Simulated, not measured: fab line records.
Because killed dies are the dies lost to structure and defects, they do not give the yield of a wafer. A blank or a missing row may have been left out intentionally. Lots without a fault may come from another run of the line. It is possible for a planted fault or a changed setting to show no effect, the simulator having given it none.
Struck lot and sound lot, side by side	flow gf180mcu	18 steps out of a route of 602
Sound: the wafers L834.2, L834.3, L834.6. Struck: wafer L826.2 (L826.1, L826.3, from the same lot, were not struck and are left out); the cause is given at the end.
For every step that has rows: the tool of each side, followed by ch and its chambers, followed by its first start. Under that, the readings that differ: sound wafers	struck wafers	difference of the means	sigmas: that difference in standard deviations of wafers without a fault.
alike: readings whose means differ by less than 2 such deviations, and words and numbers that are the same on both sides. not compared: withheld readings, readings that some wafer has no value for, bounds like >300 that may hide the same value, and numbers for which the record gives no deviation and whose values overlap.
Wherever a step has rows on one side only, a row that says differs or no value, or a row with sigmas, the two part there. Numbers that have no deviation but don't overlap get no sigmas and don't part them. A reading missing from all wafers of one side parts the sides only when that side holds two or more wafers.

first, 2 steps without rows for these wafers: GF_CONTACT_PEB_12 (peb time 90 s); GF_CONTACT_DEVELOP_13 (develop time 60 s).
GF_CONTACT_CD_MEAS_14: target cd 220 nm.
  sound: cd-sem-01 at day 23 11:38; struck: cd-sem-02 at day 20 18:22
  alike: cd-nm
GF_CONTACT_OVL_MEAS_15:
  sound: overlay-01 at day 23 11:44; struck: overlay-01 at day 20 18:29
  alike: CONTACT_OVL
then, 1 step without rows for these wafers: GF_CONTACT_ETCH_16 (etches BARC in N2/H2).
GF_CONTACT_ETCH_17: etches SiO2 in C4F8/O2/Ar, stops on CoSi2, target depth 860 nm.
  sound on rie-diel-02 ch 1,3; struck on rie-diel-01 ch 3
  alike: oes-product-au
GF_CONTACT_STRIP_18: strips in O2/N2.
  sound on plasma-asher-01 ch 0, day 23 11:56; struck on plasma-asher-02 ch 1, day 20 18:41
  alike: drypump-motor-current-A, heater-power-w, oes-product-au, platen-temp-c
  not compared: rf-hours-counter-h
then, 3 steps without rows for these wafers: GF_CONTACT_CLEAN_19 (cleans in SPM); GF_CONTACT_CLEAN_20 (cleans in DIW); GF_CONTACT_CLEAN_21 (cleans in dHF, time 20 s).
GF_CONTACT_SPUTTER_22: material Ti, target thk 15 nm, time 80.02 s.
  sound: pvd-sputter-01 at day 23 12:20; struck: pvd-sputter-01 at day 20 18:59
  alike: throttle-valve-pct
GF_CONTACT_SPUTTER_23: material TiN, target thk 10 nm, time 40 s.
  sound: pvd-sputter-01 at day 23 12:23; struck: pvd-sputter-01 at day 20 19:03
  alike: throttle-valve-pct
GF_CONTACT_CVD_24: deposits W, target thk 300 nm, time 90.339 s.
  sound on cvd-w-01 ch 0,1, day 23 12:26; struck on cvd-w-02 ch 0, day 20 19:05
reading	sound	struck	difference	sigmas
heater-power-outer-w (W)	607 616 560	436	-158	-4
heater-power-w (W)	1022 1053 863	743	-236	-3
susceptor-temp-C (C)	400.09 399.94 399.71	372.82	-27.09	-99 or more
model.W_of_CONTACT_CVD_24.thk-nm (nm)	294.9 300.5 302.7	183.5	-115.9	
GF_CONTACT_RS_MEAS_25: a four-point-probe measurement.
  sound: film-metro-04 at day 23 12:33; struck: film-metro-03 at day 20 19:11
reading	sound	struck	difference	sigmas
CONTACT_W_RS (ohm/sq)	0.389 0.382 0.379	0.629	+0.246	+65
GF_CONTACT_THK_MEAS_26: measures by xrf.
  sound: film-metro-04 at day 23 12:40; struck: film-metro-03 at day 20 19:19
reading	sound	struck	difference	sigmas
CONTACT_W_THK (nm)	299 305 306	186	-117	-32
GF_CONTACT_CMP_27: polishes, stops on SiO2, t overpolish 15 s, target thk 0 nm.
  sound on cmp-01 ch 2,3, day 23 12:52; struck on cmp-02 ch 3, day 20 19:22
reading	sound	struck	difference	sigmas
time-to-endpoint-s (s)	62 78 65	45	-23	-5
  alike: motor-current-A
GF_M1_SPUTTER_00: material Ti, target thk 37.5 nm, time 150 s.
  sound: pvd-sputter-04 at day 23 13:10; struck: pvd-sputter-04 at day 20 19:40
  alike: throttle-valve-pct
GF_PASSIVATION_PROBE_99:
  sound wafers here have rows in the record (prober-02, day 34 11:57); struck ones have none

WHERE THEY PART
Last at GF_PASSIVATION_PROBE_99 as far as this record goes, first at GF_CONTACT_CVD_24.

WHY: whatever the simulator had introduced
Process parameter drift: cvd-w-02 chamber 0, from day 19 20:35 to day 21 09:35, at GF_CONTACT_CVD_24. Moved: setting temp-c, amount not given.
